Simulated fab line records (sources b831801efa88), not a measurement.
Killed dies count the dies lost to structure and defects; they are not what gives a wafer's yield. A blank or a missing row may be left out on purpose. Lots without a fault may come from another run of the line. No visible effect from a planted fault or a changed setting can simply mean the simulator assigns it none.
fab line records | flow sky130
record lots=14 wafers=42 lastDay=50
route steps=708 shown SONOS_ONO@173 GATE_OXIDE@197 LDD_N@248
lots that met no fault: from a run of the same line without faults
startH: the number of hours between the record's first day and the start of the first shown wafer of the lot | waitH: hours since the lot's step before | " the same as in the row above | L1.1+2: several wafers, shown together as one row | - either no value or no given start | * or withheld: withheld | < > ~ a bound
route shown NAME@n: names a module that has steps shown in the file, with the first one's number in the route | usual: mean/standard deviation of fault-free wafers | same: alike in all rows | chamber/n: place in a boat | sites: per-site readings | _std_site: how widely they spread, as a standard deviation | _edge_site: the outer-site mean with the inner-site mean subtracted | radiusMm: for every site, how far away it sits from the centre of the wafer | mask NAME#n: copy n | behind: tool/chamber where the wafer was last shaped | hold: cause of the lot's hold/its duration in hours/its outcome | device: the transistor (n, p or np) that didn't switch | end of line: tests run on the same wafers once the route is complete | for a step that has no rows: nothing shown but its recipe | killed: the dies lost at the first sort to structure and to defects; this is not the yield of the wafer | map: a wafer's dies, x killed, . not, _ none there
set.NAME: the setting the step ran with; set.NAME@STEP: the setting that earlier step ran with | model.NAME: the simulator's own value behind a step, which no gauge read
a sample of lots followed through the steps of the route, with each step as a table and each wafer as a row
services: a tool's chamber out of use, with start hour (startH, from the record's first day; less than 0 if before it), hours out, and reason
## steps
# step SKY_SONOS_ONO_THK_MEAS_05
# recipe reads=SiO2_of_SONOS_ONO_CVD_04
# usual SONOS_ONO_CVD_04_THK=5.71/0.097
# columns lot.wafer tool chamber startH waitH SONOS_ONO_CVD_04_THK[nm]
L499.2 filmMetro-04 - 249.42 0.0 5.77
L499.3 " - " " 5.79
L499.5 " - " " 5.84
L500.1 filmMetro-04 - 275.61 0.0 5.70
L500.5 " - " " 5.62
L500.6 " - " " 5.59
L501.1 filmMetro-03 - 275.61 0.0 5.65
L501.2 " - " " 5.75
L501.4 " - " " 5.69
L503.1 filmMetro-04 - 281.59 0.0 5.61
L503.2 " - " " 5.74
L503.5 " - " " 5.72
L502.2 filmMetro-02 - 281.60 0.0 5.66
L502.4 " - " " 5.65
L502.5 " - " " 5.62
L504.1 filmMetro-03 - 294.59 0.0 5.53
L504.4 " - " " 5.63
L504.6 " - " " 5.61
L509.1 filmMetro-04 - 335.27 0.0 5.88
L509.3 " - " " 5.75
L509.4 " - " " 5.81
L511.3 filmMetro-03 - 358.46 0.0 5.74
L511.4 " - " " 5.78
L511.5 " - " " 5.82
L515.1 filmMetro-02 - 387.60 0.0 5.76
L515.4 " - " " 5.78
L515.6 " - " " 5.75
L516.1 filmMetro-02 - 391.86 0.0 5.58
L516.2 " - " " 5.64
L516.6 " - " " 5.64
L518.1 filmMetro-02 - 418.44 0.0 5.70
L518.3 " - " " 5.56
L518.6 " - " " 5.64
L519.1 filmMetro-03 - 431.23 0.0 5.77
L519.3 " - " " 5.87
L519.5 " - " " 5.81
L521.2 filmMetro-03 - 441.70 0.0 5.60
L521.5 " - " " 5.58
L521.6 " - " " 5.67
L522.2 filmMetro-04 - 443.04 0.0 5.72
L522.3 " - " " 5.73
L522.4 " - " " 5.80
# step SKY_SONOS_ONO_OVL_MEAS_14
# usual SONOS_ONO_OVL=-0.4/1.3
# columns lot.wafer tool chamber startH waitH SONOS_ONO_OVL[nm]
L499.2 overlay-02 - 273.95 0.1 0.0
L499.3 " - " " 0.8
L499.5 " - " " 1.2
L500.1 overlay-02 - 299.78 0.1 0.0
L500.5 " - " " 0.2
L500.6 " - " " -1.4
L501.1 overlay-02 - 299.99 0.1 0.1
L501.2 " - " " -1.1
L501.4 " - " " 1.5
L503.1 overlay-02 - 306.40 0.1 -1.2
L503.2 " - " " -0.2
L503.5 " - " " -1.4
L502.2 overlay-02 - 306.90 0.1 -1.8
L502.4 " - " " -1.5
L502.5 " - " " -1.6
L504.1 overlay-02 - 320.63 0.1 -0.3
L504.4 " - " " 0.0
L504.6 " - " " 1.0
L509.1 overlay-02 - 362.19 0.1 -0.7
L509.3 " - " " -3.0
L509.4 " - " " 1.3
L511.3 overlay-02 - 385.90 0.1 -1.9
L511.4 " - " " 0.2
L511.5 " - " " -0.2
L515.1 overlay-02 - 415.92 0.1 -1.5
L515.4 " - " " -2.6
L515.6 " - " " -2.0
L516.1 overlay-01 - 421.04 0.1 1.3
L516.2 " - " " 0.5
L516.6 " - " " 0.4
L518.1 overlay-01 - 448.95 0.1 -1.8
L518.3 " - " " -0.5
L518.6 " - " " -0.1
L519.1 overlay-02 - 461.54 0.1 -1.0
L519.3 " - " " -1.0
L519.5 " - " " -1.5
L521.2 overlay-02 - 471.55 0.1 -0.4
L521.5 " - " " -0.8
L521.6 " - " " -1.0
L522.2 overlay-01 - 473.13 0.1 0.3
L522.3 " - " " -0.4
L522.4 " - " " -0.2
# step SKY_GATE_OXIDE_OVL_MEAS_10
# usual GATE_OXIDE_OVL=0.5/1.5
# columns lot.wafer tool chamber startH waitH GATE_OXIDE_OVL[nm]
L499.2 overlay-01 - 299.79 0.1 -1.0
L499.3 " - " " 0.5
L499.5 " - " " -1.5
L500.1 overlay-02 - 329.68 0.1 -1.3
L500.5 " - " " -1.1
L500.6 " - " " 0.2
L501.1 overlay-01 - 330.01 0.1 4.0
L501.2 " - " " 2.9
L501.4 " - " " 2.6
L502.2 overlay-02 - 335.48 0.1 0.9
L502.4 " - " " -0.3
L502.5 " - " " -0.2
L503.1 overlay-02 - 335.89 0.1 1.3
L503.2 " - " " -0.2
L503.5 " - " " 2.3
L504.1 overlay-01 - 349.99 0.1 -1.3
L504.4 " - " " -0.1
L504.6 " - " " -1.2
L509.1 overlay-01 - 395.68 0.1 3.7
L509.3 " - " " 2.9
L509.4 " - " " 2.6
L511.3 overlay-02 - 417.14 0.1 1.3
L511.4 " - " " 1.4
L511.5 " - " " -0.3
L515.1 overlay-02 - 450.23 0.1 2.1
L515.4 " - " " 1.6
L515.6 " - " " 0.6
L516.1 overlay-02 - 455.53 0.1 -1.2
L516.2 " - " " -1.9
L516.6 " - " " -2.3
L518.1 overlay-02 - 480.75 0.1 0.0
L518.3 " - " " -0.9
L518.6 " - " " -0.2
L519.1 overlay-02 - 493.84 0.1 -0.4
L519.3 " - " " 0.6
L519.5 " - " " 2.2
L521.2 overlay-01 - 503.61 0.1 0.5
L521.5 " - " " 0.1
L521.6 " - " " 0.2
L522.2 overlay-01 - 505.64 0.1 2.3
L522.3 " - " " 3.4
L522.4 " - " " 2.6
# step SKY_LDD_N_IMPLANT_11
# recipe species=As energyKev=20 doseCm2=7.5e+13 tiltDeg=withheld rotationDeg=293
# usual beamEnergyKeV=20.000/0.0061
# columns lot.wafer tool chamber startH waitH beamEnergyKeV
L499.2 implanter-01 0 392.73 0.1 20.003
L499.3 " 0 " " 20.001
L499.5 " 0 " " 20.002
L501.1 implanter-02 0 424.49 0.1 19.999
L501.2 " 0 " " 20.001
L501.4 " 0 " " 19.991
L500.1 implanter-03 0 424.76 0.1 19.988
L500.5 " 0 " " 19.998
L500.6 " 0 " " 19.997
L502.2 implanter-01 0 432.08 0.1 19.989
L502.4 " 0 " " 20.005
L502.5 " 0 " " 19.997
L503.1 implanter-03 0 432.16 0.1 20.009
L503.2 " 0 " " 20.001
L503.5 " 0 " " 20.001
L504.1 implanter-01 0 447.99 0.1 20.002
L504.4 " 0 " " 20.013
L504.6 " 0 " " 20.013
L509.1 implanter-01 0 495.91 0.1 20.400
L509.3 " 0 " " 20.402
L509.4 " 0 " " 20.406
L511.3 implanter-01 0 518.91 0.1 20.401
L511.4 " 0 " " 20.401
L511.5 " 0 " " 20.396
L515.1 implanter-03 0 548.79 0.1 20.000
L515.4 " 0 " " 19.999
L515.6 " 0 " " 20.002
L516.1 implanter-02 0 561.26 0.1 19.985
L516.2 " 0 " " 19.994
L516.6 " 0 " " 19.995
L518.1 implanter-01 0 582.24 0.1 20.003
L518.3 " 0 " " 19.998
L518.6 " 0 " " 20.010
L519.1 implanter-03 0 591.51 0.1 20.000
L519.3 " 0 " " 19.999
L519.5 " 0 " " 19.995
L521.2 implanter-01 0 599.94 0.1 19.990
L521.5 " 0 " " 20.005
L521.6 " 0 " " 19.997
L522.2 implanter-03 0 603.87 0.1 19.999
L522.3 " 0 " " 20.006
L522.4 " 0 " " 20.009
## services
# columns tool chamber startH hours kind
implanter-02 - 399.32 4.1 pm
implanter-01 - 404.28 1.6 repair
implanter-01 - 439.28 5.4 repair
implanter-02 - 446.11 1.1 repair
implanter-01 - 450.88 10.0 repair
implanter-02 - 473.37 4.7 repair
implanter-02 - 478.30 2.0 repair
implanter-02 - 550.75 3.8 pm
implanter-03 - 555.33 5.8 pm
implanter-02 - 556.28 1.0 repair
implanter-02 - 580.55 14.0 repair
implanter-02 - 593.33 1.8 repair
## key
firstSign step=SKY_LDD_N_IMPLANT_11 reading=beamEnergyKeV direction=up sigmas=65 usual=* struck=*
effect none on later readings
metAt SKY_LDD_N_IMPLANT_11
struckLots L509,L511
testerLeftOut L509,L511
notActingAt SKY_SONOS_ONO_THK_MEAS_05,SKY_SONOS_ONO_OVL_MEAS_14,SKY_GATE_OXIDE_OVL_MEAS_10
onsetBetween 447.99 495.91
fault kind=processParameterDrift tool=implanter-01 chamber=- onsetH=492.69 steps=SKY_LDD_N_IMPLANT_11 channel=energyKev offset=* shape=step endH=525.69 actsIn=* stated=*
# testerLeftOut: of these lots the tester's yield and bins aren't shown, on N5 and GAA mostly nor the transistor test; their killed dies are dies lost to structure and defects alone, not to doping, threshold or leakage, so they don't give the yield
